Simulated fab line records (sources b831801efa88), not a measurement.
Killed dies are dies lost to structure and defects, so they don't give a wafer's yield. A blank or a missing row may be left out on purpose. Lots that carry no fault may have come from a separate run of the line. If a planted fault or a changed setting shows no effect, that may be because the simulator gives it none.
fab line records	flow sky130
record lots=7	wafers=18	last_day=50
route steps=708 shown FIELD_ISO@16 PAD_OPEN@708
lots untouched by any fault: they come from a run of this same line in which no faults occurred
start_h: hours from the record's opening day to when the first of the lot's shown wafers began	wait_h: time in hours since the lot's previous step	" unchanged from the row above	L1.1+2: one row covering several wafers at once	- no value present, or no start provided	* or withheld: withheld	< > ~ a bound
route shown NAME@n: NAME is a module with steps in the file, n the number in the route of the first one	usual: average and standard deviation across the fault-free wafers	same: alike in all rows	chamber/n: place in a boat	sites: readings site by site	_std_site: standard deviation across them	_edge_site: inner sites' mean taken away from outer sites' mean	radius_mm: for every site, how far away it sits from the centre of the wafer	mask NAME#n: copy n	behind: the most recent tool/chamber to have shaped the wafer	hold: why the lot was held/for how many hours/how that ended	device: which transistor (n, p or np) failed to switch	end of line: tests run on the same wafers once the route is complete	for a step that has no rows: nothing shown but its recipe	killed: not the wafer's yield, but the dies lost to structure and defects at the first sort	map: per-die view of a wafer (x killed, . not killed, _ where there is no die)
set.NAME: the setting that was run; set.NAME@STEP: the one run at that earlier step	model.NAME: the simulator's own value behind a step, which no gauge read
lots at some steps of the route; a table a step, a row a wafer
services: when a tool's chamber went out of use (start_h, in hours from the record's first day, below 0 if earlier), for how many hours, and the reason
## steps
# step SKY_FIELD_ISO_ETCH_15
# recipe chemistry=CHF3/O2	target_depth_nm=180	stop_on=Si	source_w=600	bias_w=200	pressure_mtorr=40	chf3_flow_sccm=50	O2_flow_sccm=5	time_s=72
# usual bias_w=200.0/0.58	drypump_motor_current_A=5.7/0.5	oes_product_au=0.950/0.0067	throttle_valve_pct=8.846/0.0088
lot.wafer	tool	chamber	start_h	wait_h	bias_w	drypump_motor_current_A	oes_product_au	rf_hours_counter_h	throttle_valve_pct
L704.3	rie_diel-01	3	33.96	0.0	200.6	5.5	0.947	146	8.846
L704.4	"	1	"	"	199.3	6.1	0.944	5	8.846
L704.5	"	2	"	"	200.7	6.4	0.945	-	8.844
L707.2	rie_diel-04	3	51.12	0.0	200.9	5.8	0.953	94	8.849
L707.4	"	1	"	"	200.1	5.6	0.962	132	8.841
L708.4	rie_diel-02	0	57.11	0.0	199.0	5.8	0.958	113	8.856
L708.6	"	0	"	"	198.9	5.8	0.948	-	8.860
L709.2	rie_diel-01	3	60.62	0.0	200.5	5.5	0.944	146	8.854
L709.4	"	0	"	"	200.4	5.4	0.940	124	8.836
L722.1	rie_diel-04	3	131.46	0.0	199.3	5.9	0.948	95	8.854
L722.3	"	1	"	"	198.9	5.6	0.938	134	8.839
L722.4	"	2	"	"	200.0	6.6	0.940	100	8.852
L723.1	rie_diel-04	2	134.62	0.0	201.4	6.6	0.947	101	8.862
L723.5	"	3	"	"	200.3	5.9	0.952	-	8.858
L723.6	"	0	"	"	200.0	4.8	0.950	-	8.855
L724.1	rie_diel-01	1	138.92	0.0	200.2	6.2	0.952	8	8.837
L724.2	"	2	"	"	199.8	6.4	0.952	5	8.838
L724.3	"	0	"	"	200.0	5.4	0.949	126	8.847
# step SKY_FIELD_ISO_STRIP_16
# recipe chemistry=O2/N2	power_w=1400	pressure_mtorr=1500	platen_temp_c=withheld	o2_flow_sccm=3000	n2_flow_sccm=300	overash_fraction=0.5
# usual drypump_motor_current_A=5.8/0.62	oes_product_au=0.376/0.0049	strip_time_to_endpoint_s=3.53/0.036
# same overash_fraction=0.5
lot.wafer	tool	chamber	start_h	wait_h	drypump_motor_current_A	oes_product_au	rf_hours_counter_h	strip_time_to_endpoint_s
L704.3	plasma_asher-03	0	34.05	0.1	5.4	0.368	-	3.49
L704.4	"	1	"	"	6.4	0.373	-	3.50
L704.5	"	0	"	"	5.4	0.371	-	3.49
L707.2	plasma_asher-03	1	51.17	0.0	6.3	0.369	37	3.51
L707.4	"	1	"	"	6.4	0.376	-	3.55
L708.4	plasma_asher-02	1	57.20	0.1	5.8	0.381	-	3.50
L708.6	"	1	"	"	5.8	0.377	-	3.51
L709.2	plasma_asher-03	1	60.68	0.0	6.4	0.370	38	3.53
L709.4	"	0	"	"	5.4	0.373	-	3.58
L722.1	plasma_asher-02	1	131.51	0.0	5.8	0.372	42	3.55
L722.3	"	1	"	"	5.8	0.376	-	3.58
L722.4	"	0	"	"	6.6	0.379	-	3.51
L723.1	plasma_asher-02	1	134.68	0.0	5.7	0.372	42	3.51
L723.5	"	0	"	"	6.6	0.372	-	3.50
L723.6	"	1	"	"	5.7	0.385	-	3.56
L724.1	plasma_asher-01	1	138.97	0.0	4.8	0.384	2	3.55
L724.2	"	0	"	"	5.0	0.378	2	3.52
L724.3	"	0	"	"	5.0	0.377	-	3.60
# step SKY_FIELD_ISO_ETCH_17
# recipe target_depth_a=3420	mask_material=Si3N4	chemistry=HBr/Cl2/O2	target=Si	taper_deg=5	icp_w=600	bias_w=150	pressure_mtorr=15	HBr_flow_sccm=150	Cl2_flow_sccm=40	O2_flow_sccm=6	time_s=97.7
# usual bias_w=150.0/0.44	drypump_motor_current_A=5.6/0.55	oes_product_au=0.995/0.014	throttle_valve_pct=25.659/0.011
lot.wafer	tool	chamber	start_h	wait_h	bias_w	drypump_motor_current_A	oes_product_au	rf_hours_counter_h	throttle_valve_pct
L704.3	rie_si-01	3	34.12	0.0	149.8	5.6	0.993	147	25.649
L704.4	"	2	"	"	149.2	4.7	0.981	122	25.661
L704.5	"	3	"	"	149.8	5.6	0.989	-	25.671
L707.2	rie_si-01	2	51.27	0.1	150.0	4.7	0.989	122	25.653
L707.4	"	3	"	"	150.6	5.6	0.987	148	25.659
L708.4	rie_si-01	0	57.27	0.0	149.9	5.7	0.988	33	25.655
L708.6	"	1	"	"	150.4	6.2	0.987	-	25.667
L709.2	rie_si-02	1	60.78	0.1	150.4	6.3	1.027	26	25.645
L709.4	"	0	"	"	149.6	5.1	1.012	47	25.644
L722.1	rie_si-02	0	131.61	0.1	150.2	5.1	1.012	48	25.655
L722.3	"	3	"	"	149.6	6.1	0.989	25	25.637
L722.4	"	2	"	"	150.6	5.1	0.999	33	25.667
L723.1	rie_si-02	0	134.78	0.1	149.8	5.1	1.009	48	25.650
L723.5	"	3	"	"	150.3	6.2	0.993	-	25.664
L723.6	"	2	"	"	149.5	5.1	1.011	-	25.637
L724.1	rie_si-01	2	139.07	0.1	150.2	4.7	0.992	123	25.676
L724.2	"	1	"	"	149.6	6.2	0.997	29	25.650
L724.3	"	0	"	"	149.9	5.7	0.989	34	25.672
# step SKY_FIELD_ISO_WET_ETCH_18
# recipe chemistry=H3PO4	target_depth_nm=25	temp_c=160	target=Si3N4	time_s=286
# step SKY_FIELD_ISO_CLEAN_19
# recipe chemistry=SC1/SC2	mix=1:4:20	temp_c=70	time_s=150
# step SKY_FIELD_ISO_CLEAN_20
# recipe chemistry=dHF	time_s=20	dilution=100:1
# step SKY_FIELD_ISO_WET_ETCH_21
# recipe chemistry=dHF	dilution=100:1	target_depth_nm=20	dry=ipa_marangoni	target=SiO2	temp_c=25	time_s=400
# step SKY_FIELD_ISO_OXIDATION_22
# recipe temp_c=950	ambient=O2	stabilise_s=600	purge_s=300	target_thk_a=100	ox_time_s=623
# step SKY_FIELD_ISO_THK_MEAS_23
# recipe reads=SiO2_of_FIELD_ISO_OXIDATION_22
# usual FIELD_ISO_OXIDATION_01_THK=9.94/0.24
lot.wafer	tool	chamber	start_h	wait_h	FIELD_ISO_OXIDATION_01_THK[nm]
L704.3	film_metro-02	-	35.65	0.0	9.87
L704.4	"	-	"	"	9.90
L704.5	"	-	"	"	9.87
L707.2	film_metro-02	-	53.04	0.0	10.13
L707.4	"	-	"	"	10.29
L709.2	film_metro-01	-	62.54	0.0	10.16
L709.4	"	-	"	"	10.20
L708.4	film_metro-02	-	62.56	0.0	9.90
L708.6	"	-	"	"	10.04
L722.1	film_metro-02	-	133.17	0.0	9.39
L722.3	"	-	"	"	9.58
L722.4	"	-	"	"	9.68
L723.1	film_metro-01	-	137.24	0.0	9.60
L723.5	"	-	"	"	9.56
L723.6	"	-	"	"	9.64
L724.1	film_metro-01	-	141.45	0.0	9.63
L724.2	"	-	"	"	9.52
L724.3	"	-	"	"	9.66
# step SKY_FIELD_ISO_CVD_24
# recipe material=SiO2	target_thk_nm=595	temp_c=650	sigma_open_frac=0.3	time_s=99.2	sih4_flow_sccm=60	pressure_mtorr=6
# step SKY_FIELD_ISO_THK_MEAS_25
# recipe reads=SiO2_of_FIELD_ISO_CVD_24
# usual FIELD_ISO_CVD_24_THK=593/6
lot.wafer	tool	chamber	start_h	wait_h	FIELD_ISO_CVD_24_THK[nm]
L704.3	film_metro-03	-	35.78	0.1	595
L704.4	"	-	"	"	595
L704.5	"	-	"	"	585
L707.2	film_metro-01	-	53.17	0.0	590
L707.4	"	-	"	"	595
L709.2	film_metro-02	-	62.68	0.0	576
L709.4	"	-	"	"	581
L708.4	film_metro-01	-	62.70	0.0	583
L708.6	"	-	"	"	593
L722.1	film_metro-01	-	133.30	0.0	607
L722.3	"	-	"	"	596
L722.4	"	-	"	"	593
L723.1	film_metro-01	-	137.37	0.0	597
L723.5	"	-	"	"	601
L723.6	"	-	"	"	593
L724.1	film_metro-03	-	141.58	0.0	592
L724.2	"	-	"	"	600
L724.3	"	-	"	"	600
# step SKY_FIELD_ISO_ANNEAL_26
# recipe temp_c=1000	time_s=1800	ambient=N2
# step SKY_FIELD_ISO_CMP_27
# recipe stop_on=Si3N4	t_overpolish_s=16	down_force_psi=4	platen_rpm=60	target_thk_nm=457.8	pad_velocity_m_s=0.94248
# usual motor_current_A=12.6/1.3	overpolish_run_s=16.000/0.0089	platen_rpm=60.00/0.04	time_to_endpoint_s=112/3.6
lot.wafer	tool	chamber	start_h	wait_h	motor_current_A	overpolish_run_s	platen_rpm	time_to_endpoint_s
L704.4	cmp-02	1	38.74	0.1	13.2	16.007	59.94	106
L704.3	"	2	"	"	13.9	16.009	59.96	112
L704.5	"	3	"	"	14.3	16.005	59.97	108
L707.4	cmp-02	3	54.72	0.0	14.0	15.992	59.99	63
L707.2	"	1	"	"	12.9	15.984	60.04	110
L708.4	cmp-02	2	66.49	0.0	12.8	16.003	60.07	60
L708.6	"	2	"	"	12.2	16.007	60.06	61
L709.4	cmp-02	2	66.79	0.3	12.9	16.001	60.04	61
L709.2	"	1	"	"	12.9	15.997	60.01	102
L722.1	cmp-02	1	136.07	0.0	13.3	16.013	60.04	108
L722.3	"	3	"	"	13.7	16.000	59.99	110
L722.4	"	0	"	"	12.0	16.007	60.06	109
L723.1	cmp-02	3	141.58	0.1	13.8	16.008	59.95	114
L723.5	"	1	"	"	12.6	15.994	59.96	110
L723.6	"	2	"	"	13.9	15.998	59.94	111
L724.3	cmp-01	2	144.46	0.0	12.8	16.007	60.03	110
L724.2	"	3	"	"	11.7	16.017	60.06	113
L724.1	"	0	"	"	13.7	15.981	60.06	105
# step SKY_FIELD_ISO_WET_ETCH_28
# recipe chemistry=dHF	target_depth_nm=23.7	target=SiO2	dilution=10:1	temp_c=25	time_s=47
# step SKY_PAD_OPEN_PROBE_99
# usual killed_at_M0_to_M3=43/7.7	killed_at_M4_up=3.1/1.7	killed_at_contacts=23/4.8	killed_at_front_end=15/4.5	killed_at_other=0.3/0.58	killed_dies=85/10	killed_open=46/7.5	killed_short=38/6.5
# same gross_dies=492	killed_at_back_side=0
lot.wafer	tool	chamber	start_h	wait_h	killed_at_M0_to_M3	killed_at_M4_up	killed_at_contacts	killed_at_front_end	killed_at_other	killed_dies	killed_open	killed_short
L704.3	prober-01	-	1078.19	0.2	42	1	20	11	0	74	48	26
L704.4	prober-01	-	1078.24	0.2	56	3	19	11	0	89	61	28
L704.5	prober-01	-	1078.29	0.2	35	2	28	15	1	81	47	34
L707.2	prober-02	-	1103.47	0.1	49	2	22	10	0	83	45	38
L707.4	prober-02	-	1103.57	0.2	28	2	19	6	0	55	26	29
L708.4	prober-02	-	1113.88	0.2	49	6	27	18	0	100	52	48
L708.6	prober-02	-	1113.98	0.2	46	4	27	12	0	89	51	38
L709.2	prober-01	-	1116.63	0.1	29	6	20	14	0	69	40	29
L709.4	prober-01	-	1116.73	0.2	41	3	31	16	0	91	57	34
L722.1	prober-01	-	1185.31	0.1	41	5	22	13	0	81	39	42
L722.3	prober-01	-	1185.41	0.2	45	7	23	9	0	84	52	31
L722.4	prober-01	-	1185.46	0.2	34	1	28	20	0	83	41	42
L723.1	prober-02	-	1191.08	0.1	50	0	22	23	1	96	51	45
L723.5	prober-02	-	1191.28	0.2	54	5	26	8	0	93	46	46
L723.6	prober-02	-	1191.33	0.2	43	5	22	18	0	88	48	40
L724.1	prober-01	-	1191.35	0.1	31	2	17	16	0	66	30	36
L724.3	prober-01	-	1191.45	0.2	37	2	19	16	0	74	36	38
# killed by level:class
L704.3 VIA1:geometric_particle:open=12 CONTACT:geometric_particle:open=10 VIA1:geometric_particle:short=5 VIA3:geometric_particle:open=5 FIELD_ISO:geometric_particle:short=4 LI_CONTACT:geometric_particle:open=4 METAL2:geometric_particle:short=4 METAL2:geometric_particle:open=4
L704.4 VIA1:geometric_particle:open=19 LI_CONTACT:geometric_particle:open=9 VIA2:geometric_particle:open=9 CONTACT:geometric_particle:open=6 VIA3:geometric_particle:open=5 POLY_GATE:geometric_particle:open=4 METAL1:geometric_particle:short=4 VIA2:geometric_particle:short=4
L704.5 VIA1:geometric_particle:open=12 CONTACT:geometric_particle:open=11 FIELD_ISO:geometric_particle:open=8 FIELD_ISO:geometric_particle:short=7 LI_CONTACT:geometric_particle:open=6 METAL2:geometric_particle:short=5 CONTACT:geometric_particle:short=5 LOCAL_INTERCONNECT:geometric_particle:short=5
L707.2 VIA1:geometric_particle:open=17 LI_CONTACT:geometric_particle:open=7 METAL1:geometric_particle:short=7 METAL3:geometric_particle:short=6 VIA3:geometric_particle:open=6 CONTACT:geometric_particle:open=5 METAL2:geometric_particle:short=5 LI_CONTACT:geometric_particle:short=4
L707.4 CONTACT:geometric_particle:open=8 METAL2:geometric_particle:short=5 LOCAL_INTERCONNECT:geometric_particle:short=5 VIA3:geometric_particle:open=5 METAL1:geometric_particle:short=4 VIA3:geometric_particle:short=4 FIELD_ISO:geometric_particle:short=3 LI_CONTACT:geometric_particle:open=3
L708.4 METAL2:geometric_particle:short=10 VIA1:geometric_particle:open=10 CONTACT:geometric_particle:open=9 FIELD_ISO:geometric_particle:short=8 LI_CONTACT:geometric_particle:open=8 VIA2:geometric_particle:open=7 CONTACT:geometric_particle:short=5 METAL1:geometric_particle:short=5
L708.6 VIA1:geometric_particle:open=11 CONTACT:geometric_particle:open=10 LI_CONTACT:geometric_particle:open=8 VIA3:geometric_particle:open=6 LI_CONTACT:geometric_particle:short=5 METAL1:geometric_particle:short=5 VIA1:geometric_particle:short=5 POLY_GATE:geometric_particle:open=4
L709.2 CONTACT:geometric_particle:open=11 POLY_GATE:geometric_particle:open=7 METAL2:geometric_particle:short=5 VIA3:geometric_particle:open=5 FIELD_ISO:geometric_particle:short=4 VIA2:geometric_particle:open=4 VIA1:geometric_particle:open=4 METAL1:geometric_particle:short=3
L709.4 VIA1:geometric_particle:open=15 LI_CONTACT:geometric_particle:open=9 CONTACT:geometric_particle:open=8 CONTACT:geometric_particle:short=6 VIA2:geometric_particle:open=6 METAL2:geometric_particle:short=5 FIELD_ISO:geometric_particle:short=4 VIA3:geometric_particle:short=4
L722.1 VIA3:geometric_particle:open=12 LOCAL_INTERCONNECT:geometric_particle:short=7 CONTACT:geometric_particle:short=6 VIA1:geometric_particle:open=6 CONTACT:geometric_particle:open=5 METAL1:geometric_particle:short=5 FIELD_ISO:geometric_particle:open=4 LI_CONTACT:geometric_particle:open=4
L722.3 VIA1:geometric_particle:open=13 LI_CONTACT:geometric_particle:open=8 VIA2:geometric_particle:open=7 CONTACT:geometric_particle:open=6 METAL1:geometric_particle:short=6 LOCAL_INTERCONNECT:geometric_particle:short=5 VIA3:geometric_particle:short=5 FIELD_ISO:geometric_particle:open=4
L722.4 CONTACT:geometric_particle:open=11 METAL1:geometric_particle:short=7 LOCAL_INTERCONNECT:geometric_particle:short=6 VIA1:geometric_particle:short=6 VIA3:geometric_particle:open=6 FIELD_ISO:geometric_particle:open=5 LI_CONTACT:geometric_particle:open=5 SPACER:geometric_particle:short=4
L723.1 VIA3:geometric_particle:open=10 VIA1:geometric_particle:open=10 FIELD_ISO:geometric_particle:short=8 CONTACT:geometric_particle:open=8 POLY_GATE:geometric_particle:short=6 METAL1:geometric_particle:short=5 LI_CONTACT:geometric_particle:short=5 VIA1:geometric_particle:short=5
L723.5 VIA1:geometric_particle:open=15 CONTACT:geometric_particle:open=12 METAL2:geometric_particle:short=8 VIA3:geometric_particle:open=8 LI_CONTACT:geometric_particle:short=7 METAL1:geometric_particle:short=6 CONTACT:geometric_particle:short=5 VIA1:geometric_particle:short=5
L723.6 METAL1:geometric_particle:short=10 CONTACT:geometric_particle:open=9 VIA1:geometric_particle:open=8 LI_CONTACT:geometric_particle:open=7 VIA2:geometric_particle:open=6 FIELD_ISO:geometric_particle:open=5 POLY_GATE:geometric_particle:open=5 POLY_GATE:geometric_particle:short=4
L724.1 VIA1:geometric_particle:open=7 LI_CONTACT:geometric_particle:open=6 METAL2:geometric_particle:short=6 METAL1:geometric_particle:short=5 VIA3:geometric_particle:short=5 CONTACT:geometric_particle:open=5 VIA3:geometric_particle:open=4 FIELD_ISO:geometric_particle:short=3
L724.3 CONTACT:geometric_particle:open=6 METAL2:geometric_particle:short=6 FIELD_ISO:geometric_particle:short=5 LI_CONTACT:geometric_particle:open=5 VIA2:geometric_particle:open=5 VIA3:geometric_particle:open=5 FIELD_ISO:geometric_particle:open=4 CONTACT:geometric_particle:short=4
## services
tool	chamber	start_h	hours	kind
rie_diel-02	3	19.15	-	clean
rie_diel-02	2	34.87	3.9	repair
rie_diel-04	-	41.80	0.6	repair
cmp-01	-	48.02	1.1	repair
rie_diel-02	2	58.40	5.7	repair
rie_diel-02	0	60.36	3.9	repair
cmp-01	-	64.19	4.0	pm
cmp-01	-	68.19	-	consumable_replace:conditioner
cmp-01	-	68.19	-	consumable_replace:pad
cmp-01	-	76.44	6.2	repair
rie_si-01	3	90.24	-	clean
rie_si-01	3	90.24	19.4	scheduled_down
rie_si-01	3	90.24	19.4	vent_cycle
cmp-01	-	99.05	4.1	pm
rie_diel-01	0	100.13	24.2	repair
rie_si-01	0	103.68	1.6	repair
rie_diel-01	1	106.28	2.9	repair
plasma_asher-01	-	108.75	9.0	pm
plasma_asher-01	0	108.75	9.0	vent_cycle
plasma_asher-01	1	108.75	9.0	vent_cycle
plasma_asher-01	0	117.75	-	clean
plasma_asher-01	1	117.75	-	clean
rie_diel-02	3	121.52	15.1	repair
rie_diel-01	3	137.40	3.0	repair
## key
first_sign step=SKY_FIELD_ISO_CMP_27	reading=time_to_endpoint_s	direction=down	sigmas=14	usual=*	struck=*
effect none on later readings
met_at SKY_FIELD_ISO_CMP_27
struck_wafers L707.4,L708.4,L708.6,L709.4
tester_left_out L707,L708,L709
onset_between 38.74 54.72
fault kind=process_parameter_drift	tool=cmp-02	chamber=-	onset_h=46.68	steps=SKY_FIELD_ISO_CMP_27	channel=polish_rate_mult	offset=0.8	shape=step	end_h=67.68	scope=struck_wafers_only
# tester_left_out: of these lots the tester's yield and bins aren't shown, on N5 and GAA mostly nor the transistor test; their killed dies are dies lost to structure and defects alone, not to doping, threshold or leakage, so they don't give the yield
